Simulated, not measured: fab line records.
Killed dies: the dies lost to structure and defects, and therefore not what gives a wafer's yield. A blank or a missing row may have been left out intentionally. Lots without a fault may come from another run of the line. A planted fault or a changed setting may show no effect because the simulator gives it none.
A struck lot beside a sound one || flow sky130 || 15 steps out of a route of 708
Sound: wafers L577.1, L577.3, L577.6. Struck: wafers L571.1, L571.3, L571.4. The cause is given at the end.
For every step that has rows: the tool of each side, followed by ch and its chambers, followed by its first start. Under that, the readings that differ: sound wafers || struck wafers || difference of the means || sigmas: that difference in standard deviations of wafers without a fault.
alike: a reading whose means differ by less than 2 such deviations, as well as words and numbers matching on both sides. not compared: withheld readings; readings where some wafer has no value; bounds like >300 that might hide an equal value; numbers whose values overlap and for which the record gives no deviation.
Wherever a step has rows on one side only, a row that says differs or no value, or a row with sigmas, the two part there. Non-overlapping numbers with no deviation appear without sigmas and do not part them. Lack of a reading on every wafer of one side parts them only where that side has two or more wafers.

first, 6 steps without rows for these wafers: SKY_CONTACT_COAT_08 (resist thk 60 nm); SKY_CONTACT_COAT_09 (resist thk 450 nm); SKY_CONTACT_SOFTBAKE_10 (time 90 s); SKY_CONTACT_EXPOSE_11 (exposes mask CTM1, target cd 170 nm); SKY_CONTACT_PEB_12; SKY_CONTACT_DEVELOP_13 (develop time 60 s).
SKY_CONTACT_CD_MEAS_14: the cd target is 170 nm.
  sound on cd_sem-01 at day 38 19:19; struck on cd_sem-01 at day 36 09:46
  alike: cd_nm
SKY_CONTACT_OVL_MEAS_15:
  sound on overlay-01 at day 38 19:26; struck on overlay-01 at day 36 09:53
  alike: CONTACT_OVL
SKY_CONTACT_ETCH_16: etches BARC in N2/H2, stops on SiO2, time 45.9 s, target depth 60 nm.
  sound on rie_diel-01 ch 1,2,3, day 38 19:28; struck on rie_diel-04 ch 0,2,3, day 36 09:55
  alike: drypump_motor_current_A, oes_product_au, throttle_valve_pct
  not compared: rf_hours_counter_h
SKY_CONTACT_ETCH_17: etches SiO2 in C4F8/O2/Ar, stops on Si3N4, target depth 340 nm.
  sound on rie_diel-01 ch 1,2,3, day 38 19:30; struck on rie_diel-04 ch 0,2,3, day 36 09:57
  alike: oes_product_au
SKY_CONTACT_ETCH_18: etches Si3N4 in CHF3/O2, stops on TiN, time 39 s, target depth 75 nm.
  sound on rie_diel-01 ch 1,2,3; struck on rie_diel-04 ch 0,2,3
  alike: drypump_motor_current_A, oes_product_au, throttle_valve_pct
  not compared: rf_hours_counter_h
SKY_CONTACT_STRIP_19: strips in O2/N2.
  sound on plasma_asher-03 ch 0,1, day 38 19:36; struck on plasma_asher-03 ch 0,1, day 36 10:02
  alike: chamber_pressure_mTorr, drypump_motor_current_A, oes_product_au, strip_time_to_endpoint_s
  not compared: rf_hours_counter_h
SKY_CONTACT_STRIP_20: strips in post etch residue remover, time 1200 s.
  sound on wet_bench-04 ch 2, day 38 19:42; struck on wet_bench-03 ch 0, day 36 10:08
  no value came back on the struck wafers for bath_guard_temp_C (C), bath_heat_duty_pct (%), temp_c (C); on the sound wafers bath_guard_temp_C (C) reads 73.8 73.9 74.2
then, 1 step without rows for these wafers: SKY_CONTACT_CLEAN_21 (cleans in IPA, time 180 s).
-- the record jumps here: 13 days lie between the struck wafers' starts before and after (it left off in module CONTACT and takes up again in module PAD_OPEN, whose first step shown is number 708 of the route) --
SKY_PAD_OPEN_PROBE_99:
  sound on prober-02 at day 50 19:13; struck on prober-02 at day 49 08:25
{"reading": "model.etest.mcon_chain.rc_ohm", "sound": "17.18 16.47 17.34", "struck": "19.32 20.25 20.44", "difference": "+3.01", "sigmas": ""}
  alike: killed_at_M0_to_M3, killed_at_M4_up, killed_at_contacts, killed_at_front_end, killed_at_other, killed_dies, killed_open, killed_short

== WHERE THEY PART ==
Only at SKY_CONTACT_STRIP_20, as far as this record shows. Later steps at which nothing parts them and some readings are alike: SKY_PAD_OPEN_PROBE_99.

WHY: whatever the simulator had introduced
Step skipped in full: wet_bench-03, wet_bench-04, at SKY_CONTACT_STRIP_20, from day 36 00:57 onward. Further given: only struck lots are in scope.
